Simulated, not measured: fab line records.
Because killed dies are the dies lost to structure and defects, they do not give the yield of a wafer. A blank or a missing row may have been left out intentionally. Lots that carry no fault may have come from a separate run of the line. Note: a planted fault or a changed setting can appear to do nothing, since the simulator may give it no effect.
Comparing a struck lot with a sound one / flow sfq-line / 15 steps out of a route of 325
Sound: the wafers L997.4, L997.5, L997.6. Wafers L104.2, L104.4, L104.6 were the ones struck. Last of all comes the cause.
For every step that has rows: the tool of each side, followed by ch and its chambers, followed by its first start. Under that, the readings that differ: sound wafers / struck wafers / difference of the means / sigmas: that difference in standard deviations of wafers without a fault.
alike: readings whose means differ by less than 2 such deviations, and words and numbers that are the same on both sides. not compared: withheld readings, readings that some wafer has no value for, bounds like >300 that may hide the same value, and numbers for which the record gives no deviation and whose values overlap.
A row with sigmas, a row that says differs or no value, or rows on one side alone: a step with any of these is where the two part. Numbers that have no deviation but don't overlap get no sigmas and don't part them. Lack of a reading on every wafer of one side parts them only where that side has two or more wafers.

SFQ_TRILAYER_L0_BARC_OPEN_METAL_ETCH_010: etches BARC in O2, target depth 125 nm, time 41.7 s.
  sound on rie-metal-02 ch 0,1, day 4 14:17; struck on rie-metal-03 ch 1, day 6 13:16
  alike: drypump-motor-current-A, he-backside-leak-sccm, oes-product-au
  not compared: rf-hours-counter-h
SFQ_TRILAYER_L0_ETCH_METAL_ETCH_008: etches MoNx KI in SF6/O2, stops on SiO2, target depth 50 nm, time 25 s.
  sound on rie-metal-02 ch 0,1, day 4 14:20; struck on rie-metal-03 ch 1, day 6 13:23
reading=drypump-motor-current-A (A); sound=6.4 5.6 6.3; struck=5.2 5.2 5.3; difference=-0.9; sigmas=-2
  alike: he-backside-leak-sccm, oes-product-au
  not compared: rf-hours-counter-h
SFQ_TRILAYER_L0_STRIP_STRIP_009: strips in O2.
  sound on rie-metal-02 ch 0,1, day 4 14:34; struck on rie-metal-03 ch 1, day 6 13:40
  alike: drypump-motor-current-A, he-backside-leak-sccm, oes-product-au
  not compared: rf-hours-counter-h
then, 1 step without rows for these wafers: SFQ_TRILAYER_L0_STRIP_SOLV_CLEAN_010 (cleans in NMP, time 600 s).
SFQ_TRILAYER_L0_CAP_PECVD_011: deposits SiO2 from SiH4/N2O, time 13.333 s, target thk 60 nm.
  sound on pecvd-02 ch 0,1,2, day 4 15:10; struck on pecvd-04 ch 0,1,2, day 6 14:50
  alike: heater-power-outer-w, heater-power-w, throttle-valve-pct
then, 6 steps without rows for these wafers: SFQ_TRILAYER_L0_VIA_LITHO_COAT_018 (resist thk 62 nm); SFQ_TRILAYER_L0_VIA_LITHO_COAT_013 (resist thk 650 nm); SFQ_TRILAYER_L0_VIA_LITHO_SOFTBAKE_017; SFQ_TRILAYER_L0_VIA_LITHO_EXPOSE_014 (exposes mask L0V, target cd 700 nm); SFQ_TRILAYER_L0_VIA_LITHO_PEB_016 (peb time 60 s); SFQ_TRILAYER_L0_VIA_LITHO_DEVELOP_015 (time 60 s).
-- the record jumps here: 4 days lie between the struck wafers' starts before and after --
SFQ_L0V_OVL_MEAS_903:
  sound on overlay-02, day 8 07:11; struck on overlay-01, day 10 19:24
  alike: L0V_OVL
SFQ_TRILAYER_L0_VIA_BARC_OPEN_VIA_ETCH_021: etches BARC in O2, target depth 125 nm, time 41.7 s.
  sound on rie-diel-03 ch 2,3, day 8 07:11; struck on rie-diel-04 ch 0,3, day 10 19:26
reading=model.KrF_of_TRILAYER_L0_VIA_LITHO_COAT_013.thk-nm (nm); sound=574.4 575.9 577.4; struck=588.8 585.5 586; difference=+10.9; sigmas=
  alike: drypump-motor-current-A, oes-product-au
  not compared: rf-hours-counter-h
SFQ_TRILAYER_L0_VIA_ETCH_VIA_ETCH_016: etches SiO2 in CHF3, stops on MoNx KI, target depth 80 nm.
  sound on rie-diel-03 ch 2,3, day 8 07:14; struck on rie-diel-04 ch 0,3, day 10 19:28
reading=model.KrF_of_TRILAYER_L0_VIA_LITHO_COAT_013.thk-nm (nm); sound=560.2 562 563.4; struck=575 571.8 572.3; difference=+11; sigmas=
  alike: drypump-motor-current-A, oes-product-au
SFQ_TRILAYER_L0_VIA_STRIP_STRIP_017: strips in O2.
  sound on rie-metal-02 ch 0,1, day 8 07:29; struck on rie-metal-04 ch 0, day 10 19:43
  alike: drypump-motor-current-A, he-backside-leak-sccm, oes-product-au
  not compared: rf-hours-counter-h

WHERE THEY PART
Only at SFQ_TRILAYER_L0_ETCH_METAL_ETCH_008, as far as this record shows. Later steps at which nothing parts them and some readings are alike: SFQ_TRILAYER_L0_STRIP_STRIP_009, SFQ_TRILAYER_L0_CAP_PECVD_011, SFQ_L0V_OVL_MEAS_903, SFQ_TRILAYER_L0_VIA_BARC_OPEN_VIA_ETCH_021, SFQ_TRILAYER_L0_VIA_ETCH_VIA_ETCH_016, SFQ_TRILAYER_L0_VIA_STRIP_STRIP_017.

WHY: what had been put in by the simulator
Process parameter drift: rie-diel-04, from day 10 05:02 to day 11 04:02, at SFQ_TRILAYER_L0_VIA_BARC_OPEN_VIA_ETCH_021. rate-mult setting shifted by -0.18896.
